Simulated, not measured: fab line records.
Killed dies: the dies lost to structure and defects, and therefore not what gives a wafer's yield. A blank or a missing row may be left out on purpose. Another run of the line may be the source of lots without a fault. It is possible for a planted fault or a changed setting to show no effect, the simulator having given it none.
Which tool is to blame? ; flow sky130 ; 12 lots with 36 wafers sampled at 3 steps, on a route of 708 steps

## WHAT THE GAUGES READ, wafer by wafer
SKY_DNWELL_TW_MEAS_09. Usual: for DNWELL_TW the level is 1112 and the standard deviation is 14.
lot;measured;on;DNWELL_TW;flag
L937;day 3 05:05;film-metro-03;1107 1099 1108;
L939;day 3 13:57;film-metro-04;1128 1129 1129;
L940;day 3 18:40;film-metro-04;1131 1129 1129;
L941;day 4 00:47;film-metro-03;1096 1100 1104;
L942;day 4 05:43;film-metro-01;1097 1099 1096;
L943;day 4 09:50;film-metro-01;1096 1087 1090;
L945;day 5 02:38;film-metro-03;1111 1104 1105;
L950;day 6 18:22;film-metro-01;1089 1092 1094;
L953;day 6 23:24;film-metro-01;1102 1107 1104;
L954;day 7 04:45;film-metro-04;1130 1129 1135;
L957;day 7 15:40;film-metro-01;1100 1097 1093;
L958;day 7 21:18;film-metro-01;1094 1097 1089;

SKY_SONOS_ONO_THK_MEAS_01. Usual: for SONOS_ONO_OXIDATION_THK the level is 2.60 nm and the standard deviation is 0.055.
lot;measured;on;SONOS_ONO_OXIDATION_THK (nm);flag
L937;day 11 11:59;film-metro-03;2.62 2.65 2.52;
L939;day 12 00:41;film-metro-03;2.65 2.59 2.61;
L940;day 12 06:08;film-metro-02;2.62 2.48 2.55;
L941;day 12 14:37;film-metro-01;2.64 2.61 2.56;
L942;day 13 00:20;film-metro-02;2.71 2.66 2.63;
L943;day 13 07:14;film-metro-02;2.56 2.61 2.58;
L945;day 14 04:52;film-metro-01;2.61 2.55 2.49;
L950;day 16 20:02;film-metro-03;3.04 3.04 3.05;OFF
L953;day 17 05:01;film-metro-01;3.05 3.02 3.02;OFF
L954;day 17 11:16;film-metro-03;2.55 2.51 2.49;
L957;day 18 05:25;film-metro-01;2.55 2.56 2.67;
L958;day 18 11:02;film-metro-01;2.57 2.54 2.55;

## WHAT TOOL EACH LOT RAN ON (gives the tool, then ch and the chambers of the sampled wafers, and finally the start)
lot;SKY_SONOS_ONO_OXIDATION_00
L937;furnace-01 ch 0, day 11 10:38
L939;furnace-02 ch 0, day 11 23:21
L940;furnace-02 ch 0, day 12 04:47
L941;furnace-02 ch 0, day 12 13:17
L942;furnace-02 ch 0, day 12 22:59
L943;furnace-01 ch 0, day 13 05:53
L945;furnace-01 ch 0, day 14 03:31
L950;furnace-02 ch 0, day 16 18:40
L953;furnace-02 ch 0, day 17 03:40
L954;furnace-01 ch 0, day 17 09:55
L957;furnace-01 ch 0, day 18 04:02
L958;furnace-01 ch 0, day 18 09:41
- SKY_SONOS_ONO_OXIDATION_00: stabilise 600 s, purge 300 s, target thk 2.6 nm.

## AS READ BY THE TOOLS THEMSELVES (means over the sampled wafers that have a number; for cases with no such wafer, the mark the record gives instead)
SKY_SONOS_ONO_OXIDATION_00. Usual: spike-tc-bottom-C 814.7 C, standard deviation 1.1; spike-tc-centre-C 800.5 C, standard deviation 1.4; spike-tc-lower-C 800.5 C, standard deviation 1.4; spike-tc-upper-C 801.1 C, standard deviation 1.6; tube-center-temp-C 800 C, standard deviation 0.076; tube_center_temp_C_max 802.1, standard deviation 0.34.
lot;tool;spike-tc-bottom-C (C);spike-tc-centre-C (C);spike-tc-lower-C (C);spike-tc-upper-C (C);tube-center-temp-C (C);tube_center_temp_C_max;flag
L937;furnace-01;815.2;798.3;801.3;803.0;800;802.1;
L939;furnace-02;815.5;801.6;798.8;799.7;800;802.3;
L940;furnace-02;813.3;802.0;800.1;800.0;800;802.3;
L941;furnace-02;814.6;802.1;799.6;799.1;800;801.9;
L942;furnace-02;814.7;800.9;799.6;799.3;800;802.2;
L943;furnace-01;813.8;798.5;802.6;802.9;800;801.9;
L945;furnace-01;815.2;800.0;800.9;801.6;800;802.3;
L950;furnace-02;823.3;811.0;808.8;808.0;809;810.6;OFF
L953;furnace-02;823.5;810.3;807.6;808.6;809;810.8;OFF
L954;furnace-01;814.5;799.7;801.7;802.4;800;802.0;
L957;furnace-01;815.2;799.4;800.9;801.8;800;802.0;
L958;furnace-01;814.3;799.5;801.8;802.6;800;802.2;

## THE ANSWER, worked out from the rows above alone
Rule: take the mean of a lot's wafers that have a number; if it is more than 3 standard deviations from the usual mean, the lot is off. A lot without any number at a reading at which 4 lots or more have one is off too. Any other lot the step has rows for is counted as sound. First the gauges in route order, then the tools' own readings, where a lot's mean is used as printed above. At the first step where some lot is off, the reading lying furthest off is the one used; lots without a number count as furthest.
Off: at SKY_SONOS_ONO_THK_MEAS_01 (SONOS_ONO_OXIDATION_THK), L950, L953.
A tool fits if, at a process step before that reading, it ran every lot that is off, and no sound lot after the first of them. Not tried: the gauges at SKY_SONOS_ONO_THK_MEAS_01; whatever is off there is also off at SKY_SONOS_ONO_OXIDATION_00, on other tools, and gauge error can't account for it. One fits: SKY_SONOS_ONO_OXIDATION_00 on furnace-02. A fault onset in the window from L942 (day 12 22:59, its last sound lot) to L950 (day 16 18:40, its first lot off) fits.
The tool's own readings at SKY_SONOS_ONO_OXIDATION_00 bear it out: on the lots that are off they differ by more than 5 times the standard deviation of the sound lots' means. spike-tc-bottom-C reads 823.4 C there against 814.6 C on the sound lots; spike-tc-centre-C reads 810.6 C there against 800.2 C on the sound lots; spike-tc-lower-C reads 808.2 C there against 800.7 C on the sound lots; tube-center-temp-C reads 809 C there against 800 C on the sound lots; tube_center_temp_C_max reads 810.7 there against 802.1 on the sound lots.

## WHAT THE SIMULATOR HAD INSERTED
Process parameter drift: furnace-02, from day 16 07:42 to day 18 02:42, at SKY_SONOS_ONO_OXIDATION_00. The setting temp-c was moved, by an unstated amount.
Lots struck among those shown: L950, L953. This agrees with what the rule above found.
